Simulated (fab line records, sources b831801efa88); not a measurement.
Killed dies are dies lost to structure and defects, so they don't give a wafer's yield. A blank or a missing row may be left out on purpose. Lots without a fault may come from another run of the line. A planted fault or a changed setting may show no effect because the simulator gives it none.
Tool commonality check | flow sky130 | 14 lots, 42 wafers sampled

WHY IT WAS OPENED
At SKY_LDD_P_TW_MEAS_11 the reading LDD_P_TW is flagged on 2 of 14 lots. Wafers without a fault read 636.3, standard deviation 2.9.
Rule: a lot is flagged when every wafer of it that has a number lies more than 4 standard deviations from that mean, or none has a number. The other lots count as sound.

lot  | measured     | on            | LDD_P_TW, wafer by wafer | flag
L581 | day 19 11:43 | film_metro-04 | 630.3 631.4 631.3        |
L583 | day 19 16:59 | film_metro-01 | 641.5 640.7 645.9        |
L584 | day 20 02:40 | film_metro-04 | 635.4 635.3 636.8        |
L586 | day 21 02:04 | film_metro-03 | 636.5 636.8 637.4        |
L587 | day 21 09:13 | film_metro-03 | 636.2 638.9 634.9        |
L588 | day 21 18:54 | film_metro-01 | 639.8 635.2 633.3        |
L589 | day 21 20:20 | film_metro-01 | 635.0 635.0 633.6        |
L591 | day 23 07:00 | film_metro-04 | 30.1 29.8 30.0           | FLAGGED
L592 | day 23 21:07 | film_metro-04 | 29.7 30.0 29.9           | FLAGGED
L595 | day 24 16:37 | film_metro-03 | 641.0 640.9 641.5        |
L601 | day 26 02:26 | film_metro-04 | 636.0 634.6 636.3        |
L602 | day 26 15:44 | film_metro-01 | 633.8 633.4 631.1        |
L603 | day 26 18:25 | film_metro-01 | 633.4 635.3 637.8        |
L604 | day 27 05:03 | film_metro-03 | 640.8 640.0 637.2        |
The numbers of the flagged lots are 29.9 on average: -606.4 against the usual, or -99 or more standard deviations.

WHICH TOOL RAN EACH LOT
The record holds 3 process steps before the reading, out of a route of 708 steps. In each cell: the tool, then ch and the chambers that the sampled wafers went through, then the start.
lot  | flag    | SKY_VT_ADJUST_PCH_STRIP_09           | SKY_LDD_N_STRIP_16                   | SKY_LDD_P_STRIP_10
L581 |         | plasma_asher-04 ch 0,1, day 10 18:57 | plasma_asher-04 ch 0,1, day 18 05:23 | plasma_asher-02 ch 0,1, day 19 11:37
L583 |         | plasma_asher-04 ch 0,1, day 10 23:05 | plasma_asher-04 ch 0,1, day 18 10:10 | plasma_asher-01 ch 0,1, day 19 16:53
L584 |         | plasma_asher-01 ch 0, day 11 01:39   | plasma_asher-02 ch 1, day 18 19:56   | plasma_asher-01 ch 0,1, day 20 02:25
L586 |         | plasma_asher-04 ch 0,1, day 11 20:51 | plasma_asher-02 ch 0,1, day 19 19:02 | plasma_asher-01 ch 0,1, day 21 01:58
L587 |         | plasma_asher-01 ch 0,1, day 12 05:05 | plasma_asher-03 ch 0,1, day 20 02:55 | plasma_asher-01 ch 0,1, day 21 09:07
L588 |         | plasma_asher-04 ch 0,1, day 12 11:13 | plasma_asher-03 ch 0,1, day 20 12:19 | plasma_asher-01 ch 0,1, day 21 18:47
L589 |         | plasma_asher-03 ch 0,1, day 12 18:49 | plasma_asher-03 ch 0,1, day 20 13:04 | plasma_asher-01 ch 0,1, day 21 20:13
L591 | FLAGGED | plasma_asher-04 ch 1, day 14 00:24   | plasma_asher-03 ch 0, day 22 00:22   | plasma_asher-01 ch 0,1, day 23 06:54
L592 | FLAGGED | plasma_asher-01 ch 0,1, day 14 14:55 | plasma_asher-04 ch 0,1, day 22 15:01 | plasma_asher-02 ch 0,1, day 23 21:01
L595 |         | plasma_asher-03 ch 0,1, day 15 00:44 | plasma_asher-02 ch 0, day 23 10:13   | plasma_asher-01 ch 0, day 24 16:31
L601 |         | plasma_asher-03 ch 0,1, day 16 14:56 | plasma_asher-04 ch 0,1, day 24 20:47 | plasma_asher-02 ch 0,1, day 26 02:20
L602 |         | plasma_asher-04 ch 0,1, day 17 01:12 | plasma_asher-04 ch 0,1, day 25 09:40 | plasma_asher-03 ch 0,1, day 26 15:38
L603 |         | plasma_asher-01 ch 0,1, day 17 08:53 | plasma_asher-03 ch 0,1, day 25 12:19 | plasma_asher-03 ch 0,1, day 26 18:19
L604 |         | plasma_asher-04 ch 1, day 17 18:07   | plasma_asher-03 ch 0,1, day 25 23:47 | plasma_asher-01 ch 0,1, day 27 04:56
What these steps do:
- SKY_VT_ADJUST_PCH_STRIP_09: strips in O2/N2.
- SKY_LDD_N_STRIP_16: strips in O2/N2.
- SKY_LDD_P_STRIP_10: strips in O2/N2.
- SKY_LDD_P_TW_MEAS_11

FLAGGED OVER TOTAL, TOOL BY TOOL (the gauges that took the reading come last)
step                       | tool            | lots run | flagged | share of the flagged lots | sound lots run after its first flagged lot
SKY_VT_ADJUST_PCH_STRIP_09 | plasma_asher-01 | 4        | 1       | some                      | 1 (L603)
SKY_VT_ADJUST_PCH_STRIP_09 | plasma_asher-03 | 3        | 0       | none                      | -
SKY_VT_ADJUST_PCH_STRIP_09 | plasma_asher-04 | 7        | 1       | some                      | 2 (L602,L604)
SKY_LDD_N_STRIP_16         | plasma_asher-02 | 3        | 0       | none                      | -
SKY_LDD_N_STRIP_16         | plasma_asher-03 | 6        | 1       | some                      | 2 (L603,L604)
SKY_LDD_N_STRIP_16         | plasma_asher-04 | 5        | 1       | some                      | 2 (L601,L602)
SKY_LDD_P_STRIP_10         | plasma_asher-01 | 9        | 1       | some                      | 2 (L595,L604)
SKY_LDD_P_STRIP_10         | plasma_asher-02 | 3        | 1       | some                      | 1 (L601)
SKY_LDD_P_STRIP_10         | plasma_asher-03 | 2        | 0       | none                      | -
SKY_LDD_P_TW_MEAS_11       | film_metro-01   | 5        | 0       | none                      | -
SKY_LDD_P_TW_MEAS_11       | film_metro-03   | 4        | 0       | none                      | -
SKY_LDD_P_TW_MEAS_11       | film_metro-04   | 5        | 2       | all                       | 1 (L601)

WHAT THE TABLE ALLOWS
1 row of the table ran every flagged lot: film_metro-04 at SKY_LDD_P_TW_MEAS_11.
- film_metro-04 at SKY_LDD_P_TW_MEAS_11: 2 of its 5 lots flagged. Sound lots ran on it after the first flagged one (L601), which a lasting fault on the whole tool wouldn't allow.
No row of the table ran every flagged lot and no sound lot after the first.

WHAT THE SIMULATOR HAD PUT IN
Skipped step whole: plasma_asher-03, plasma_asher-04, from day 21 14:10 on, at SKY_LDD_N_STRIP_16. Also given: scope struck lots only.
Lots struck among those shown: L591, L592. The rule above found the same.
